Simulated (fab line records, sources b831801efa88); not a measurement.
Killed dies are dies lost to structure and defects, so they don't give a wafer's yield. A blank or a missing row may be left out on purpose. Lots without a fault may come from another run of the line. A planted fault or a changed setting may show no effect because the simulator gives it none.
One fault seen from 2 desks | flow sky130 | each desk has only its own numbers; what lay behind them comes last

THE TOOL OWNER'S DESK: rtp_anneal-02
The tool's own readings at SKY_SD_N_RTA_14 (time 2 s): means of the sampled wafers that have a number, for each lot that ran on this tool. A lot is out of limits, marked OUT, if its mean lies more than 4 standard deviations from the usual mean; the brackets give that distance.
Columns: A = lamp_power_pct at SKY_SD_N_RTA_14, usual 15.72 %; B = wafer_temp_C_max at SKY_SD_N_RTA_14, usual 1078.1
lot  | first seen here | A     | B
L255 | day 28 07:48    | 15.72 | 1079.4
L263 | day 31 00:29    | 15.71 | 1078.9
L267 | day 32 11:40    | 15.73 | 1077.3
L269 | day 32 20:28    | 15.73 | 1078.8
L277 | day 35 19:25    | 15.71 | 1078.1
This desk's finding: nothing out of limits on any of the 5 lots.

THE METROLOGY DESK
What the gauges read, lot by lot, whatever tool the lot ran on: means of the sampled wafers that have a number. A lot is out of limits, marked OUT, if its mean lies more than 4 standard deviations from the usual mean; the brackets give that distance.
Columns: A = LDD_LDN_TW at SKY_LDD_LDN_TW_MEAS_13, usual 1486; B = cd_nm at SKY_POLY_CUT_CD_MEAS_08, usual 269.9 nm; C = SD_N_RS at SKY_SD_N_RS_MEAS_16, usual 68.53 ohm/sq; D = SD_P_RS at SKY_SD_N_RS_MEAS_17, usual 147.0 ohm/sq
lot  | first seen here | A    | B     | C               | D
L255 | day 23 06:23    | 1467 | 267.5 | 68.40           | 147.1
L256 | day 23 12:18    | 1502 | 268.1 | 68.85           | 148.0
L258 | day 24 10:23    | 1503 | 269.7 | 68.51           | 146.8
L260 | day 25 09:49    | 1508 | 270.8 | 68.46           | 146.9
L262 | day 25 23:16    | 1513 | 270.6 | 68.42           | 146.9
L263 | day 26 02:08    | 1505 | 269.9 | 68.61           | 147.1
L267 | day 27 17:05    | 1460 | 270.4 | 71.34 (+19) OUT | 162.8 (+35) OUT
L268 | day 27 21:05    | 1458 | 271.0 | 68.41           | 146.6
L269 | day 28 01:44    | 1500 | 271.2 | 71.43 (+19) OUT | 162.6 (+35) OUT
L276 | day 30 23:01    | 1480 | 269.6 | 68.34           | 146.8
L277 | day 31 06:19    | 1485 | 269.2 | 68.58           | 147.4
This desk's finding: out of limits on L267, L269; first on L267, day 32 11:51 (SD_N_RS at SKY_SD_N_RS_MEAS_16). In limits: L255, L256, L258, L260, L262, L263, L268, L276, L277.

PUT TOGETHER
The metrology desk could have raised an alarm at day 32 11:51, on L267, L269.
The tool owner's desk saw nothing out of limits.
The tool owner's desk has L267, L269 on record, within its limits.
Of the lots named, all ran SKY_SD_N_RTA_14 on rtp_anneal-02.

WHAT THE SIMULATOR HAD PUT IN
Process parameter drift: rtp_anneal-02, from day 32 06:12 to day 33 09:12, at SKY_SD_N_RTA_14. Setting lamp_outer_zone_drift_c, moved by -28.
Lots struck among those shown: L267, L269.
Hours from the fault's start to each desk's first reading out of limits: the metrology desk, 6.
